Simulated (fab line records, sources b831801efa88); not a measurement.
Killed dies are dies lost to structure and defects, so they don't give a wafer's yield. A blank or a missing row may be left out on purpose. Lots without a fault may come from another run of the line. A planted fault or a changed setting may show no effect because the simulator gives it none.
Problem report in the 8D (eight disciplines) form, filled by code | flow sky130 | the parts of the form that need people (team, actions taken, sign-off) are left out

1. THE PROBLEM
LDD_HVN_TW at SKY_LDD_HVN_TW_MEAS_10 reads a mean of 1268 on 6 wafers of 2 lots; wafers without a fault read 1417 with a standard deviation of 6.4. That is -23 standard deviations from the usual mean.
First seen on wafer L526.1, day 23 09:37, on film_metro-04. The record holds 33 wafers of 11 lots with a number at this step. Rule for "out", or "out of limits": more than 4 standard deviations from the usual mean. The other wafers with a number count as sound.

2. WHAT IT IS AND WHAT IT IS NOT
question                    | is                           | is not
which readings at this step | LDD_HVN_TW                   | -
which lots                  | L526, L527                   | L518, L522, L528, L534, L535, L536, L537, L539, L540
which wafers of those lots  | all that have a number       | -
read on which gauges        | film_metro-01, film_metro-04 | film_metro-03
when                        | from day 23 09:37            | up to then (6 sound wafers); but 21 sound wafers of L528, L534, L535, L536, L537, L539, L540 came after

3. SUSPECTS, AND WHAT RULES EACH OUT
Counting: a tool at a process step up to the reading stays a suspect if it ran every lot that is out and no sound lot after the first of them.
- the gauge at SKY_LDD_HVN_TW_MEAS_10: ruled out. The wafers that are out were read on 2 gauges (film_metro-01, film_metro-04).
- rie_diel-02 at SKY_POLY_GATE_ETCH_15 (etches BARC in N2/H2, stops on SiO2, time 118.5 s, target depth 110 nm): ruled out as a lasting fault. Sound lots L534, L537, L540 ran on it after its first lot that is out, L526 (day 19 07:56).
- implanter-01 at SKY_LDD_HVN_IMPLANT_08: ruled out as a lasting fault. Sound lots L535, L536, L537 ran on it after its first lot that is out, L526 (day 23 09:22).
Left after counting: nothing in the record.

4. THE CAUSE (what the simulator had put in)
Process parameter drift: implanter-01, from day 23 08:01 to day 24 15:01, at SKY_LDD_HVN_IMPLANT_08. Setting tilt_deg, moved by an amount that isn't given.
Counting ruled it out, wrongly: the rule takes a fault to strike every lot that its tool runs from its start on, and this one did not.

5. THE CHAIN OF EFFECTS, in route order
Each row: a reading whose mean over the struck wafers that have a number lies more than 3 standard deviations from the usual. Only readings for which the record gives a usual standard deviation are gone through. hours: the time from each lot's start at the first step in this table that gives one to its start at this step, as a median over the lots. sigmas: the change in usual standard deviations.
hours | step                   | reading    | usual          | on struck wafers | change  | sigmas
0     | SKY_LDD_HVN_IMPLANT_08 | tilt_deg   | 40.000 degrees | 0.009            | -39.991 | -99 or more
0     | SKY_LDD_HVN_TW_MEAS_10 | LDD_HVN_TW | 1417           | 1268             | -148    | -23
The process steps in it:
- SKY_LDD_HVN_IMPLANT_08

6. WHAT WOULD HAVE CAUGHT IT SOONER
In this record the first reading out of limits at a measuring or inspecting step was taken at day 23 09:37, 2 hours after the fault began at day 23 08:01.
The tool's own readings at SKY_LDD_HVN_IMPLANT_08 were out on every struck wafer that the step has a row for (tilt_deg): an alarm limit on them would have fired on the first of those.
